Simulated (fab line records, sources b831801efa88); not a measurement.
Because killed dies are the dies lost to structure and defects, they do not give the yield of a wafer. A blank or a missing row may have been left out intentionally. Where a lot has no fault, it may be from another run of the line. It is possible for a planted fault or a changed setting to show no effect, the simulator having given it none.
fab line records | flow gf180mcu
[record] lots = 15 | wafers = 45 | lastDay = 34
route steps=602 shown STI@14 NWELL@52 LVPWELL@64 VT_IMPLANT@100
lots that met no fault: taken from a fault-free run of the same line
startH: hours from the record's opening day to when the first of the lot's shown wafers began | waitH: how many hours have passed since the lot's step before this one | " repeats the value in the row above | L1.1+2: a single row standing in for several wafers | - either no value or no given start | * or withheld: withheld | < > ~ a bound
route shown NAME@n: a module of which the file shows steps, and the number in the route of the first | usual: mean/standard deviation of fault-free wafers | same: alike in all rows | chamber/n: place in a boat | sites: the reading at each site | _std_site: standard deviation of those values | _edge_site: mean of outer sites minus mean of inner sites | radiusMm: how far each site lies from the wafer's centre | mask NAME#n: copy n | behind: the tool/chamber that last shaped the wafer | hold: what put the lot on hold/how long, in hours/how the hold closed | device: the transistor (n, p or np) that didn't switch | end of line: at the end of the route, the tests of the same wafers | a step with no rows: only its recipe | killed: not the wafer's yield, but the dies lost to structure and defects at the first sort | map: dies across one wafer; x = killed, . = not, _ = none there
set.NAME: the run value of the setting; set.NAME@STEP: its run value at that earlier step | model.NAME: the simulator's own value behind a step, which no gauge read
a sample of lots followed through the steps of the route, with each step as a table and each wafer as a row
services: a tool's chamber out of use, with start hour (startH, from the record's first day; less than 0 if before it), hours out, and reason
[[steps]]
[step GF_STI_ETCH_13]
[recipe] chemistry = CHF3/O2 | stopOn = Si | overEtchFrac = 0.3 | targetDepthA = 2823.1 | sourceW = 600 | biasW = 200 | pressureMtorr = 40 | chf3FlowSccm = 50 | O2_flow_sccm = 5 | timeS = 112.9
[usual] drypumpMotorCurrentA = 5.9/0.33 | oesProductAu = 0.833/0.0072 | throttleValvePct = 8.810/0.01
lot.wafer | tool       | chamber | startH | waitH | drypumpMotorCurrentA | oesProductAu | rfHoursCounterH | throttleValvePct
L540.2    | rieDiel-02 | 3       | 28.06  | 0.1   | 5.8                  | 0.842        | 74              | 8.808
L540.3    | "          | 1       | "      | "     | 5.8                  | 0.830        | 17              | 8.788
L540.5    | "          | 0       | "      | "     | 6.4                  | 0.833        | -               | 8.786
L542.2    | rieDiel-04 | 2       | 36.67  | 0.1   | 5.4                  | 0.843        | 157             | 8.802
L542.4    | "          | 0       | "      | "     | 6.2                  | 0.831        | 141             | 8.823
L542.5    | "          | 2       | "      | "     | 5.4                  | 0.836        | -               | 8.803
L544.2    | rieDiel-02 | 0       | 45.67  | 0.1   | 6.5                  | 0.826        | 158             | 8.805
L544.3    | "          | 2       | "      | "     | 6.4                  | 0.831        | 171             | 8.802
L544.6    | "          | 3       | "      | "     | 5.8                  | 0.832        | -               | 8.817
L545.2    | rieDiel-01 | 3       | 51.88  | 0.1   | 6.0                  | 0.835        | 48              | 8.805
L545.3    | "          | 2       | "      | "     | 5.5                  | 0.824        | 119             | 8.821
L545.6    | "          | 2       | "      | "     | 5.5                  | 0.836        | -               | 8.799
L546.3    | rieDiel-02 | 0       | 58.32  | 0.1   | 6.5                  | 0.830        | 158             | 8.795
L546.5    | "          | 0       | "      | "     | 6.5                  | 0.844        | -               | 8.819
L546.6    | "          | 1       | "      | "     | 5.8                  | 0.836        | -               | 8.807
L551.2    | rieDiel-04 | 2       | 84.46  | 0.1   | 5.4                  | 0.843        | 159             | 8.809
L551.3    | "          | 3       | "      | "     | 6.0                  | 0.846        | 85              | 8.831
L551.5    | "          | 1       | "      | "     | 5.8                  | 0.848        | -               | 8.824
L553.2    | rieDiel-01 | 0       | 92.76  | 0.1   | 5.5                  | 0.838        | 4               | 8.808
L553.5    | "          | 1       | "      | "     | 5.6                  | 0.844        | -               | 8.807
L553.6    | "          | 0       | "      | "     | 5.4                  | 0.845        | -               | 8.806
L555.2    | rieDiel-01 | 1       | 103.51 | 0.1   | 5.6                  | 0.832        | 64              | 8.812
L555.4    | "          | 3       | "      | "     | 6.0                  | 0.839        | 49              | 8.804
L555.6    | "          | 2       | "      | "     | 5.5                  | 0.831        | -               | 8.823
L556.2    | rieDiel-04 | 1       | 107.21 | 0.1   | 5.9                  | 0.830        | 103             | 8.816
L556.3    | "          | 0       | "      | "     | 6.2                  | 0.831        | 143             | 8.805
L556.4    | "          | 3       | "      | "     | 6.0                  | 0.836        | 86              | 8.823
L557.1    | rieDiel-01 | 0       | 116.21 | 0.1   | 5.4                  | 0.832        | 5               | 8.823
L557.2    | "          | 1       | "      | "     | 5.6                  | 0.835        | 64              | 8.812
L557.4    | "          | 3       | "      | "     | 6.0                  | 0.828        | 50              | 8.809
L558.2    | rieDiel-02 | 0       | 119.24 | 0.1   | 6.5                  | 0.821        | 160             | 8.805
L558.3    | "          | 3       | "      | "     | 5.8                  | 0.830        | 77              | 8.797
L558.5    | "          | 2       | "      | "     | 6.4                  | 0.837        | -               | 8.811
L559.1    | rieDiel-04 | 0       | 123.12 | 0.1   | 6.2                  | 0.824        | 143             | 8.809
L559.3    | "          | 1       | "      | "     | 5.8                  | 0.830        | 103             | 8.798
L559.6    | "          | 2       | "      | "     | 5.4                  | 0.844        | -               | 8.805
L561.2    | rieDiel-02 | 2       | 135.62 | 0.1   | 6.4                  | 0.829        | 1               | 8.807
L561.4    | "          | 1       | "      | "     | 5.8                  | 0.837        | 20              | 8.812
L561.6    | "          | 2       | "      | "     | 6.4                  | 0.826        | -               | 8.818
L562.3    | rieDiel-04 | 3       | 143.16 | 0.1   | 6.0                  | 0.830        | 87              | 8.805
L562.4    | "          | 1       | "      | "     | 5.8                  | 0.834        | -               | 8.792
L562.5    | "          | 0       | "      | "     | 6.2                  | 0.823        | -               | 8.819
L563.1    | rieDiel-04 | 2       | 148.02 | 0.1   | 5.4                  | 0.839        | 0               | 8.808
L563.4    | "          | 3       | "      | "     | 6.0                  | 0.839        | 87              | 8.814
L563.5    | "          | 3       | "      | "     | 6.0                  | 0.840        | -               | 8.820
[step GF_NWELL_STRIP_10]
[recipe] chemistry = O2/N2 | powerW = 1400 | pressureMtorr = 1500 | platenTempC = 250 | o2FlowSccm = 3000 | n2FlowSccm = 300 | overashFraction = 0.5
[usual] chamberPressureMTorr = 1500.2/1.3 | drypumpMotorCurrentA = 5.6/0.37 | heaterPowerW = 318/42 | oesProductAu = 0.722/0.0047 | stripTimeToEndpointS = 36.97/0.1
lot.wafer | tool           | chamber | startH | waitH | chamberPressureMTorr | drypumpMotorCurrentA | heaterPowerW | oesProductAu | rfHoursCounterH | stripTimeToEndpointS
L540.2    | plasmaAsher-04 | 0       | 58.19  | 0.1   | 1502.9               | 5.2                  | 276          | 0.729        | 26              | 36.92
L540.3    | "              | 0       | "      | "     | 1499.3               | 5.3                  | 281          | 0.724        | -               | 36.94
L540.5    | "              | 0       | "      | "     | 1500.6               | 5.2                  | 277          | 0.723        | -               | 36.90
L542.2    | plasmaAsher-04 | 1       | 66.13  | 0.1   | 1501.8               | 5.8                  | 317          | 0.718        | 27              | 36.97
L542.4    | "              | 0       | "      | "     | 1500.0               | 5.2                  | 281          | 0.722        | -               | 36.92
L542.5    | "              | 1       | "      | "     | 1501.9               | 5.8                  | 311          | 0.716        | -               | 37.01
L544.2    | plasmaAsher-04 | 0       | 76.79  | 0.1   | -                    | -                    | -            | -            | -               | -
L544.3    | "              | 0       | "      | "     | -                    | -                    | -            | -            | -               | -
L544.6    | "              | 1       | "      | "     | -                    | -                    | -            | -            | -               | -
L545.2    | plasmaAsher-04 | 1       | 83.49  | 0.1   | -                    | -                    | -            | -            | -               | -
L545.3    | "              | 1       | "      | "     | -                    | -                    | -            | -            | -               | -
L545.6    | "              | 1       | "      | "     | -                    | -                    | -            | -            | -               | -
L546.3    | plasmaAsher-04 | 1       | 90.04  | 0.1   | -                    | -                    | -            | -            | -               | -
L546.5    | "              | 1       | "      | "     | -                    | -                    | -            | -            | -               | -
L546.6    | "              | 0       | "      | "     | -                    | -                    | -            | -            | -               | -
L551.2    | plasmaAsher-04 | 0       | 118.15 | 0.1   | 1497.8               | 5.2                  | 283          | 0.723        | 35              | 36.90
L551.3    | "              | 1       | "      | "     | 1500.9               | 5.8                  | 320          | 0.721        | -               | 36.98
L551.5    | "              | 1       | "      | "     | 1500.1               | 5.8                  | 312          | 0.719        | -               | 36.98
L553.2    | plasmaAsher-02 | 1       | 131.50 | 0.1   | 1498.4               | 5.4                  | 296          | 0.726        | 1               | 37.07
L553.5    | "              | 0       | "      | "     | 1499.9               | 6.4                  | 364          | 0.723        | -               | 37.19
L553.6    | "              | 1       | "      | "     | 1499.6               | 5.4                  | 283          | 0.721        | -               | 36.99
L555.2    | plasmaAsher-04 | 0       | 139.85 | 0.1   | 1497.5               | 5.2                  | 278          | 0.726        | 37              | 37.03
L555.4    | "              | 1       | "      | "     | 1501.1               | 5.8                  | 314          | 0.724        | -               | 36.96
L555.6    | "              | 0       | "      | "     | 1499.1               | 5.2                  | 274          | 0.727        | -               | 37.10
L556.2    | plasmaAsher-03 | 1       | 146.35 | 0.1   | 1501.1               | 5.4                  | 397          | 0.712        | 54              | 36.98
L556.3    | "              | 1       | "      | "     | 1502.6               | 5.4                  | 407          | 0.716        | -               | 37.04
L556.4    | "              | 0       | "      | "     | 1500.0               | 6.0                  | 313          | 0.731        | -               | 36.89
L557.1    | plasmaAsher-03 | 0       | 157.45 | 0.1   | 1498.3               | 6.0                  | 304          | 0.719        | 56              | 37.02
L557.2    | "              | 1       | "      | "     | 1500.6               | 5.4                  | 392          | 0.727        | 56              | 36.98
L557.4    | "              | 0       | "      | "     | 1499.5               | 6.0                  | 298          | 0.728        | -               | 36.95
L558.2    | plasmaAsher-04 | 0       | 157.80 | 0.1   | 1499.9               | 5.2                  | 273          | 0.726        | 39              | 37.05
L558.3    | "              | 0       | "      | "     | 1498.3               | 5.2                  | 282          | 0.720        | -               | 37.03
L558.5    | "              | 1       | "      | "     | 1500.3               | 5.8                  | 321          | 0.723        | -               | 37.01
L559.1    | plasmaAsher-04 | 0       | 163.70 | 0.1   | 1500.8               | 5.2                  | 275          | 0.715        | 40              | 36.91
L559.3    | "              | 1       | "      | "     | 1500.9               | 5.8                  | 312          | 0.729        | -               | 36.88
L559.6    | "              | 1       | "      | "     | 1500.7               | 5.8                  | 316          | 0.730        | -               | 37.03
L561.2    | plasmaAsher-02 | 0       | 174.44 | 0.1   | 1501.5               | 6.3                  | 361          | 0.727        | 4               | 37.07
L561.4    | "              | 1       | "      | "     | 1500.1               | 5.4                  | 286          | 0.717        | -               | 37.00
L561.6    | "              | 1       | "      | "     | 1504.0               | 5.4                  | 288          | 0.720        | -               | 37.13
L562.3    | plasmaAsher-04 | 0       | 180.98 | 0.1   | 1499.7               | 5.2                  | 281          | 0.719        | -               | 37.03
L562.4    | "              | 1       | "      | "     | 1498.4               | 5.8                  | 311          | 0.716        | -               | 36.94
L562.5    | "              | 0       | "      | "     | 1500.8               | 5.2                  | 280          | 0.728        | -               | 37.10
L563.1    | plasmaAsher-04 | 1       | 186.69 | 0.1   | 1502.1               | 5.8                  | 315          | 0.716        | 42              | 36.84
L563.4    | "              | 0       | "      | "     | 1497.5               | 5.2                  | 273          | 0.715        | -               | 36.89
L563.5    | "              | 1       | "      | "     | 1498.5               | 5.8                  | 312          | 0.714        | -               | 36.82
[step GF_LVPWELL_STRIP_10]
[recipe] chemistry = O2/N2 | powerW = 1400 | pressureMtorr = 1500 | platenTempC = 250 | o2FlowSccm = 3000 | n2FlowSccm = 300 | overashFraction = 0.5
[usual] chamberPressureMTorr = 1500.0/1.5 | drypumpMotorCurrentA = 5.7/0.45 | heaterPowerW = 315/28 | oesProductAu = 0.722/0.0048 | stripTimeToEndpointS = 37.01/0.12
lot.wafer | tool           | chamber | startH | waitH | chamberPressureMTorr | drypumpMotorCurrentA | heaterPowerW | oesProductAu | rfHoursCounterH | stripTimeToEndpointS
L540.2    | plasmaAsher-01 | 0       | 71.18  | 0.1   | 1501.1               | 6.2                  | 305          | 0.722        | 37              | 37.04
L540.3    | "              | 0       | "      | "     | 1500.5               | 6.1                  | 312          | 0.720        | -               | 36.88
L540.5    | "              | 0       | "      | "     | 1499.9               | 6.2                  | 300          | 0.730        | -               | 36.96
L542.2    | plasmaAsher-01 | 1       | 80.04  | 0.1   | 1501.4               | 5.2                  | 341          | 0.727        | 38              | 36.95
L542.4    | "              | 0       | "      | "     | 1501.2               | 6.1                  | 299          | 0.724        | -               | 36.93
L542.5    | "              | 1       | "      | "     | 1500.2               | 5.2                  | 338          | 0.721        | -               | 36.96
L544.2    | plasmaAsher-04 | 0       | 91.37  | 0.1   | 1497.1               | 5.2                  | 277          | 0.733        | 31              | 81.00
L544.3    | "              | 1       | "      | "     | 1501.7               | 5.8                  | 312          | 0.738        | -               | 81.12
L544.6    | "              | 1       | "      | "     | 1496.7               | 5.8                  | 314          | 0.751        | -               | 81.09
L545.2    | plasmaAsher-04 | 1       | 98.47  | 0.1   | 1499.6               | 5.8                  | 308          | 0.739        | 32              | 81.23
L545.3    | "              | 0       | "      | "     | 1499.7               | 5.2                  | 278          | 0.736        | -               | 81.24
L545.6    | "              | 1       | "      | "     | 1502.3               | 5.8                  | 308          | 0.738        | -               | 81.29
L546.3    | plasmaAsher-01 | 0       | 104.54 | 0.1   | 1498.7               | 6.2                  | 307          | 0.749        | -               | 81.40
L546.5    | "              | 1       | "      | "     | 1502.1               | 5.2                  | 332          | 0.738        | -               | 81.46
L546.6    | "              | 0       | "      | "     | 1498.8               | 6.2                  | 306          | 0.747        | -               | 81.47
L551.2    | plasmaAsher-01 | 1       | 133.47 | 0.1   | 1500.5               | 5.2                  | 338          | 0.720        | 44              | 36.99
L551.3    | "              | 0       | "      | "     | 1502.8               | 6.1                  | 300          | 0.717        | -               | 36.88
L551.5    | "              | 1       | "      | "     | 1500.2               | 5.2                  | 342          | 0.723        | -               | 36.93
L553.2    | plasmaAsher-04 | 0       | 146.17 | 0.1   | 1501.8               | 5.2                  | 280          | 0.722        | 38              | 36.99
L553.5    | "              | 0       | "      | "     | 1499.3               | 5.2                  | 280          | 0.729        | -               | 36.93
L553.6    | "              | 1       | "      | "     | 1500.1               | 5.8                  | 313          | 0.720        | -               | 36.97
L555.2    | plasmaAsher-04 | 0       | 155.85 | 0.1   | 1498.2               | 5.2                  | 277          | 0.717        | 39              | 36.91
L555.4    | "              | 1       | "      | "     | 1499.0               | 5.8                  | 322          | 0.715        | -               | 36.91
L555.6    | "              | 1       | "      | "     | 1501.1               | 5.8                  | 304          | 0.722        | -               | 37.09
L556.2    | plasmaAsher-04 | 0       | 162.52 | 0.1   | 1498.7               | 5.2                  | 285          | 0.723        | 40              | 36.94
L556.3    | "              | 1       | "      | "     | 1503.5               | 5.8                  | 315          | 0.718        | -               | 36.95
L556.4    | "              | 0       | "      | "     | 1500.5               | 5.2                  | 276          | 0.720        | -               | 37.00
L557.1    | plasmaAsher-02 | 1       | 174.90 | 0.1   | 1499.5               | 5.4                  | 278          | 0.722        | 4               | 37.14
L557.2    | "              | 0       | "      | "     | 1499.3               | 6.4                  | 370          | 0.720        | 4               | 37.01
L557.4    | "              | 0       | "      | "     | 1498.6               | 6.4                  | 366          | 0.723        | -               | 37.04
L558.2    | plasmaAsher-04 | 1       | 175.14 | 0.1   | 1497.6               | 5.8                  | 321          | 0.721        | 41              | 36.96
L558.3    | "              | 1       | "      | "     | 1501.5               | 5.8                  | 313          | 0.719        | -               | 36.93
L558.5    | "              | 0       | "      | "     | 1499.6               | 5.2                  | 277          | 0.733        | -               | 36.84
L559.1    | plasmaAsher-01 | 1       | 180.52 | 0.1   | 1500.4               | 5.2                  | 330          | 0.718        | 50              | 37.11
L559.3    | "              | 0       | "      | "     | 1500.3               | 6.1                  | 304          | 0.724        | -               | 37.11
L559.6    | "              | 1       | "      | "     | 1501.9               | 5.2                  | 335          | 0.728        | -               | 37.15
L561.2    | plasmaAsher-02 | 0       | 191.89 | 0.1   | 1500.8               | 6.4                  | 369          | 0.720        | 6               | 37.00
L561.4    | "              | 1       | "      | "     | 1498.9               | 5.4                  | 278          | 0.707        | -               | 37.10
L561.6    | "              | 1       | "      | "     | 1499.8               | 5.4                  | 289          | 0.722        | -               | 36.95
L562.3    | plasmaAsher-02 | 0       | 197.43 | 0.1   | 1501.1               | 6.4                  | 374          | 0.725        | -               | 37.06
L562.4    | "              | 1       | "      | "     | 1500.1               | 5.4                  | 288          | 0.725        | -               | 37.08
L562.5    | "              | 1       | "      | "     | 1500.2               | 5.4                  | 279          | 0.706        | -               | 37.06
L563.1    | plasmaAsher-01 | 1       | 203.54 | 0.1   | 1503.0               | 5.2                  | 347          | 0.725        | 51              | 36.87
L563.4    | "              | 1       | "      | "     | 1501.4               | 5.2                  | 349          | 0.716        | -               | 36.98
L563.5    | "              | 0       | "      | "     | 1500.3               | 6.1                  | 307          | 0.721        | -               | 37.04
[step GF_LVPWELL_TW_MEAS_11]
[usual] LVPWELL_TW = 559/3.1
lot.wafer | tool         | chamber | startH | waitH | LVPWELL_TW
L540.2    | filmMetro-03 | -       | 71.29  | 0.1   | 549
L540.3    | "            | -       | "      | "     | 555
L540.5    | "            | -       | "      | "     | 551
L542.2    | filmMetro-02 | -       | 80.15  | 0.1   | 557
L542.4    | "            | -       | "      | "     | 557
L542.5    | "            | -       | "      | "     | 561
L544.2    | filmMetro-01 | -       | 91.48  | 0.1   | 30
L544.3    | "            | -       | "      | "     | 30
L544.6    | "            | -       | "      | "     | 30
L545.2    | filmMetro-01 | -       | 98.58  | 0.1   | 30
L545.3    | "            | -       | "      | "     | 30
L545.6    | "            | -       | "      | "     | 30
L546.3    | filmMetro-03 | -       | 104.62 | 0.1   | 30
L546.5    | "            | -       | "      | "     | 30
L546.6    | "            | -       | "      | "     | 30
L551.2    | filmMetro-02 | -       | 133.58 | 0.1   | 557
L551.3    | "            | -       | "      | "     | 563
L551.5    | "            | -       | "      | "     | 561
L553.2    | filmMetro-01 | -       | 146.28 | 0.1   | 559
L553.5    | "            | -       | "      | "     | 559
L553.6    | "            | -       | "      | "     | 556
L555.2    | filmMetro-02 | -       | 155.96 | 0.1   | 560
L555.4    | "            | -       | "      | "     | 558
L555.6    | "            | -       | "      | "     | 558
L556.2    | filmMetro-01 | -       | 162.63 | 0.1   | 561
L556.3    | "            | -       | "      | "     | 560
L556.4    | "            | -       | "      | "     | 559
L557.1    | filmMetro-02 | -       | 175.00 | 0.1   | 557
L557.2    | "            | -       | "      | "     | 557
L557.4    | "            | -       | "      | "     | 560
L558.2    | filmMetro-02 | -       | 175.25 | 0.1   | 559
L558.3    | "            | -       | "      | "     | 559
L558.5    | "            | -       | "      | "     | 559
L559.1    | filmMetro-01 | -       | 180.62 | 0.1   | 567
L559.3    | "            | -       | "      | "     | 565
L559.6    | "            | -       | "      | "     | 563
L561.2    | filmMetro-01 | -       | 192.00 | 0.1   | 560
L561.4    | "            | -       | "      | "     | 557
L561.6    | "            | -       | "      | "     | 558
L562.3    | filmMetro-02 | -       | 197.52 | 0.1   | 559
L562.4    | "            | -       | "      | "     | 555
L562.5    | "            | -       | "      | "     | 556
L563.1    | filmMetro-01 | -       | 203.64 | 0.1   | 562
L563.4    | "            | -       | "      | "     | 560
L563.5    | "            | -       | "      | "     | 559
[step GF_VT_IMPLANT_TW_MEAS_10]
[usual] VT_IMPLANT_TW = 564/4.5
lot.wafer | tool         | chamber | startH | waitH | VT_IMPLANT_TW
L540.2    | filmMetro-03 | -       | 113.35 | 0.1   | 565
L540.3    | "            | -       | "      | "     | 562
L540.5    | "            | -       | "      | "     | 564
L542.2    | filmMetro-04 | -       | 122.94 | 0.1   | 568
L542.4    | "            | -       | "      | "     | 566
L542.5    | "            | -       | "      | "     | 566
L544.2    | filmMetro-01 | -       | 135.70 | 0.1   | 562
L544.3    | "            | -       | "      | "     | 560
L544.6    | "            | -       | "      | "     | 559
L545.2    | filmMetro-01 | -       | 141.86 | 0.1   | 561
L545.3    | "            | -       | "      | "     | 562
L545.6    | "            | -       | "      | "     | 563
L546.3    | filmMetro-04 | -       | 149.12 | 0.1   | 570
L546.5    | "            | -       | "      | "     | 572
L546.6    | "            | -       | "      | "     | 568
L551.2    | filmMetro-01 | -       | 182.29 | 0.1   | 566
L551.3    | "            | -       | "      | "     | 567
L551.5    | "            | -       | "      | "     | 566
L553.2    | filmMetro-01 | -       | 195.11 | 0.1   | 563
L553.5    | "            | -       | "      | "     | 560
L553.6    | "            | -       | "      | "     | 560
L555.2    | filmMetro-03 | -       | 207.30 | 0.1   | 559
L555.4    | "            | -       | "      | "     | 560
L555.6    | "            | -       | "      | "     | 563
L556.2    | filmMetro-03 | -       | 213.49 | 0.1   | 560
L556.3    | "            | -       | "      | "     | 561
L556.4    | "            | -       | "      | "     | 562
L557.1    | filmMetro-01 | -       | 227.94 | 0.1   | 563
L557.2    | "            | -       | "      | "     | 560
L557.4    | "            | -       | "      | "     | 564
L558.2    | filmMetro-03 | -       | 228.71 | 0.1   | 560
L558.3    | "            | -       | "      | "     | 564
L558.5    | "            | -       | "      | "     | 558
L559.1    | filmMetro-04 | -       | 233.39 | 0.1   | 570
L559.3    | "            | -       | "      | "     | 571
L559.6    | "            | -       | "      | "     | 569
L561.2    | filmMetro-04 | -       | 246.14 | 0.1   | 570
L561.4    | "            | -       | "      | "     | 569
L561.6    | "            | -       | "      | "     | 570
L562.3    | filmMetro-03 | -       | 252.85 | 0.1   | 557
L562.4    | "            | -       | "      | "     | 559
L562.5    | "            | -       | "      | "     | 559
L563.1    | filmMetro-04 | -       | 259.29 | 0.1   | 568
L563.4    | "            | -       | "      | "     | 569
L563.5    | "            | -       | "      | "     | 569
[step GF_VT_IMPLANT_STRIP_31]
[recipe] chemistry = O2/N2 | powerW = 1400 | pressureMtorr = 1500 | platenTempC = 250 | o2FlowSccm = 3000 | n2FlowSccm = 300 | overashFraction = 0.5
[usual] chamberPressureMTorr = 1500.1/1.4 | drypumpMotorCurrentA = 5.7/0.42 | heaterPowerW = 329/45 | oesProductAu = 0.715/0.0047 | stripTimeToEndpointS = 12.64/0.036
lot.wafer | tool           | chamber | startH | waitH | chamberPressureMTorr | drypumpMotorCurrentA | heaterPowerW | oesProductAu | rfHoursCounterH | stripTimeToEndpointS
L540.2    | plasmaAsher-04 | 0       | 143.75 | 0.1   | 1499.8               | 5.2                  | 274          | 0.712        | 37              | 12.66
L540.3    | "              | 0       | "      | "     | 1500.3               | 5.2                  | 282          | 0.720        | -               | 12.69
L540.5    | "              | 1       | "      | "     | 1500.6               | 5.8                  | 314          | 0.712        | -               | 12.67
L542.2    | plasmaAsher-04 | 0       | 153.33 | 0.1   | 1499.2               | 5.2                  | 280          | 0.711        | 39              | 12.66
L542.4    | "              | 1       | "      | "     | 1500.7               | 5.8                  | 311          | 0.716        | -               | 12.68
L542.5    | "              | 1       | "      | "     | 1499.2               | 5.8                  | 318          | 0.713        | -               | 12.67
L544.2    | plasmaAsher-03 | 1       | 167.98 | 0.1   | 1500.8               | 5.4                  | 405          | 0.713        | 57              | 12.61
L544.3    | "              | 1       | "      | "     | 1499.8               | 5.4                  | 392          | 0.715        | -               | 12.66
L544.6    | "              | 0       | "      | "     | 1499.5               | 6.0                  | 294          | 0.723        | -               | 12.64
L545.2    | plasmaAsher-03 | 0       | 174.98 | 0.1   | 1498.3               | 6.0                  | 296          | 0.718        | 58              | 12.58
L545.3    | "              | 0       | "      | "     | 1498.8               | 6.0                  | 307          | 0.713        | -               | 12.60
L545.6    | "              | 0       | "      | "     | 1501.9               | 6.1                  | 301          | 0.713        | -               | 12.58
L546.3    | plasmaAsher-04 | 1       | 181.92 | 0.1   | 1501.6               | 5.8                  | 316          | 0.715        | -               | 12.66
L546.5    | "              | 0       | "      | "     | 1501.6               | 5.2                  | 276          | 0.720        | -               | 12.64
L546.6    | "              | 1       | "      | "     | 1501.3               | 5.8                  | 322          | 0.718        | -               | 12.67
L551.2    | plasmaAsher-02 | 1       | 216.60 | 0.1   | 1502.1               | 5.4                  | 290          | 0.718        | 8               | 12.64
L551.3    | "              | 1       | "      | "     | 1501.0               | 5.4                  | 288          | 0.708        | -               | 12.64
L551.5    | "              | 0       | "      | "     | 1499.7               | 6.4                  | 371          | 0.719        | -               | 12.67
L553.2    | plasmaAsher-02 | 1       | 230.13 | 0.1   | 1501.3               | 5.4                  | 289          | 0.715        | 10              | 12.60
L553.5    | "              | 0       | "      | "     | 1499.2               | 6.4                  | 366          | 0.716        | -               | 12.59
L553.6    | "              | 1       | "      | "     | 1501.1               | 5.4                  | 284          | 0.716        | -               | 12.58
L555.2    | plasmaAsher-04 | 1       | 243.59 | 0.1   | 1500.2               | 5.8                  | 312          | 0.718        | 49              | 12.67
L555.4    | "              | 1       | "      | "     | 1500.3               | 5.8                  | 321          | 0.717        | -               | 12.63
L555.6    | "              | 0       | "      | "     | 1503.3               | 5.2                  | 279          | 0.709        | -               | 12.65
L556.2    | plasmaAsher-02 | 1       | 250.55 | 0.1   | 1501.4               | 5.4                  | 288          | 0.720        | 12              | 12.61
L556.3    | "              | 1       | "      | "     | 1499.9               | 5.4                  | 289          | 0.712        | -               | 12.58
L556.4    | "              | 0       | "      | "     | 1503.1               | 6.3                  | 356          | 0.712        | -               | 12.62
L557.1    | plasmaAsher-02 | 0       | 264.85 | 0.1   | 1500.0               | 6.3                  | 364          | 0.716        | 13              | 12.67
L557.2    | "              | 1       | "      | "     | 1500.6               | 5.4                  | 289          | 0.708        | 13              | 12.66
L557.4    | "              | 0       | "      | "     | 1499.3               | 6.3                  | 364          | 0.715        | -               | 12.66
L558.2    | plasmaAsher-02 | 0       | 265.15 | 0.1   | 1502.8               | 6.3                  | 361          | 0.716        | 13              | 12.64
L558.3    | "              | 0       | "      | "     | 1498.1               | 6.4                  | 369          | 0.713        | -               | 12.60
L558.5    | "              | 0       | "      | "     | 1499.4               | 6.4                  | 370          | 0.717        | -               | 12.62
L559.1    | plasmaAsher-03 | 1       | 269.90 | 0.1   | 1501.1               | 5.4                  | 396          | 0.704        | 68              | 12.63
L559.3    | "              | 1       | "      | "     | 1500.8               | 5.4                  | 396          | 0.715        | -               | 12.66
L559.6    | "              | 0       | "      | "     | 1499.8               | 6.0                  | 292          | 0.721        | -               | 12.63
L561.2    | plasmaAsher-02 | 0       | 283.58 | 0.1   | 1497.1               | 6.3                  | 359          | 0.724        | 15              | 12.58
L561.4    | "              | 0       | "      | "     | 1500.7               | 6.3                  | 360          | 0.715        | -               | 12.59
L561.6    | "              | 0       | "      | "     | 1497.2               | 6.3                  | 377          | 0.724        | -               | 12.57
L562.3    | plasmaAsher-02 | 1       | 290.72 | 0.1   | 1497.7               | 5.4                  | 284          | 0.708        | -               | 12.73
L562.4    | "              | 0       | "      | "     | 1500.0               | 6.3                  | 363          | 0.716        | -               | 12.68
L562.5    | "              | 0       | "      | "     | 1498.7               | 6.3                  | 360          | 0.715        | -               | 12.71
L563.1    | plasmaAsher-02 | 0       | 298.04 | 0.1   | 1501.4               | 6.3                  | 367          | 0.707        | 17              | 12.66
L563.4    | "              | 0       | "      | "     | 1500.7               | 6.4                  | 376          | 0.713        | -               | 12.67
L563.5    | "              | 1       | "      | "     | 1500.7               | 5.4                  | 287          | 0.714        | -               | 12.64
[[services]]
tool           | chamber | startH | hours | kind
rieDiel-04     | -       | 15.49  | 1.1   | repair
rieDiel-01     | -       | 47.20  | 3.6   | repair
plasmaAsher-04 | -       | 50.54  | 3.1   | repair
rieDiel-01     | 3       | 52.42  | 2.8   | repair
plasmaAsher-02 | -       | 62.06  | 17.9  | repair
plasmaAsher-02 | -       | 76.89  | 34.2  | repair
rieDiel-02     | 0       | 86.87  | 8.1   | repair
rieDiel-02     | 3       | 103.01 | 9.1   | repair
plasmaAsher-02 | -       | 111.13 | 9.0   | pm
plasmaAsher-02 | -       | 143.25 | 15.6  | pm
rieDiel-02     | 3       | 179.85 | 6.2   | repair
plasmaAsher-01 | -       | 185.95 | 8.8   | repair
rieDiel-01     | 3       | 187.62 | 16.5  | repair
rieDiel-02     | 1       | 189.56 | 1.3   | repair
plasmaAsher-02 | -       | 233.99 | 0.8   | repair
rieDiel-01     | 1       | 239.30 | 5.4   | repair
plasmaAsher-04 | -       | 244.23 | 1.1   | repair
rieDiel-04     | 3       | 249.09 | 5.4   | repair
rieDiel-02     | 1       | 254.39 | 5.1   | repair
rieDiel-01     | 3       | 255.75 | 9.0   | repair
rieDiel-04     | 3       | 278.69 | 3.1   | repair
rieDiel-02     | 2       | 288.79 | 1.5   | repair
rieDiel-04     | 0       | 290.15 | 13.9  | repair
plasmaAsher-03 | -       | 296.93 | 3.7   | repair
[[key]]
[firstSign] step = GF_NWELL_STRIP_10 | reading = toolRecord | direction = missing
[effect] step = GF_LVPWELL_STRIP_10 | reading = stripTimeToEndpointS | direction = up | sigmas = 99+ | usual = * | struck = *
[effect] step = GF_LVPWELL_TW_MEAS_11 | reading = LVPWELL_TW | direction = down | sigmas = 99+ | usual = 559 | struck = 30
metAt GF_NWELL_STRIP_10
struckLots L544,L545,L546
sortLeftOut L544.2,L544.3,L544.6,L545.2,L545.3,L545.6,L546.3,L546.5,L546.6
testerLeftOut L544,L545,L546
notActingAt GF_STI_ETCH_13,GF_VT_IMPLANT_TW_MEAS_10,GF_VT_IMPLANT_STRIP_31
onsetBetween 66.13 76.79
[fault] kind = skippedStepWhole | tool = plasmaAsher-04 | chamber = - | onsetH = 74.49 | steps = GF_NWELL_STRIP_10 | scope = struckLotsOnly
// testerLeftOut: of these lots the tester's yield and bins aren't shown, on N5 and GAA mostly nor the transistor test; their killed dies are dies lost to structure and defects alone, not to doping, threshold or leakage, so they don't give the yield
// sortLeftOut: the simulated sort isn't trusted on such a fault, so these wafers' sort isn't shown, and their yield isn't known
